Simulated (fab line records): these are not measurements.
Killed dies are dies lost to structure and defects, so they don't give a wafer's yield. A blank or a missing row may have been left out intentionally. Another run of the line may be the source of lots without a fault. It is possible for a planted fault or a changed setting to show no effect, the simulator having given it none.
Problem report in the 8D (eight disciplines) form, filled by code :: flow sky130 :: the parts of the form that need people (team, actions taken, sign-off) are left out

== 1. THE PROBLEM ==
Wafers without a fault read 2000.0 rpm, standard deviation 1.2; spinSpeedRpm at SKY_VT_ADJUST_PCH_COAT_02 reads a mean of 2283.3 rpm on 6 wafers belonging to 2 lots. So: +99 or more standard deviations from the usual mean.
The step: resist thk 3000 nm.
The first sign was on wafer L829.2 at day 15 16:51, on lithoTrack-01. The record has a number at this step for 36 wafers belonging to 12 lots. The rule behind "out" and "out of limits": a value lying over 4 standard deviations away from the usual mean. All remaining wafers that have a number are taken as sound.

== 2. WHAT IT IS; WHAT IT IS NOT ==
question: which readings at this step
is: spinSpeedRpm
is not: -

question: which lots
is: L829, L832
is not: L811, L812, L813, L816, L818, L820, L821, L822, L823, L828

question: which wafers of those lots
is: all that have a number
is not: -

question: read on which tools
is: lithoTrack-01
is not: lithoTrack-02, lithoTrack-04

question: when
is: from day 15 16:51
is not: up to then (30 sound wafers)

== 3. THE SUSPECTS, EACH WITH WHAT RULES IT OUT ==
Counting: any tool at a process step up to the reading is kept as a suspect provided that every lot that is out went through it and no sound lot did after the first of them.
- lithoTrack-01 at SKY_VT_ADJUST_PCH_COAT_02 (resist thk 3000 nm): kept. It processed each lot that is out, first L829 at day 15 16:51, and no sound lot thereafter; up to then, the last sound lot it processed was L822 at day 13 15:46. On those wafers its own readings are out: spinSpeedRpm.
After counting, what remains is lithoTrack-01 at SKY_VT_ADJUST_PCH_COAT_02.

== 4. THE CAUSE (what the simulator had put in) ==
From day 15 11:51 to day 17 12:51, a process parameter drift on lithoTrack-01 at SKY_VT_ADJUST_PCH_COAT_02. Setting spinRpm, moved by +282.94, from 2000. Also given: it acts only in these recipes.
After counting, this tool was the only one left.

== 5. THE EFFECT CHAIN, in route order ==
Each row: a reading where the mean over the struck wafers with a number is more than 3 standard deviations away from the usual. Readings are gone through only where the record gives a usual standard deviation; hours: the median, over the lots, of the time from a lot's start at the first step in this table giving one to that lot's start at this step; sigmas: the change measured in usual standard deviations.
hours: 0
step: SKY_VT_ADJUST_PCH_COAT_02
reading: spinSpeedRpm
usual: 2000.0 rpm
on struck wafers: 2283.3
change: +283.3
sigmas: +99 or more

hours: 14
step: SKY_VT_ADJUST_PCH_STRIP_09
reading: stripTimeToEndpointS
usual: 36.86 s
on struck wafers: 34.67
change: -2.19
sigmas: -23
The process steps in it:
- SKY_VT_ADJUST_PCH_COAT_02: resist thk 3000 nm.
- SKY_VT_ADJUST_PCH_STRIP_09: strips in O2/N2.
Later steps that measure or inspect, where all struck wafers having a row at the step show a number for every such reading and not one has moved that far: SKY_LOCAL_INTERCONNECT_THK_MEAS_02.

== 6. WHAT WOULD HAVE CAUGHT IT SOONER ==
In this record no reading fell out of limits until day 15 16:51, 5 hours after the fault had begun at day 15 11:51.
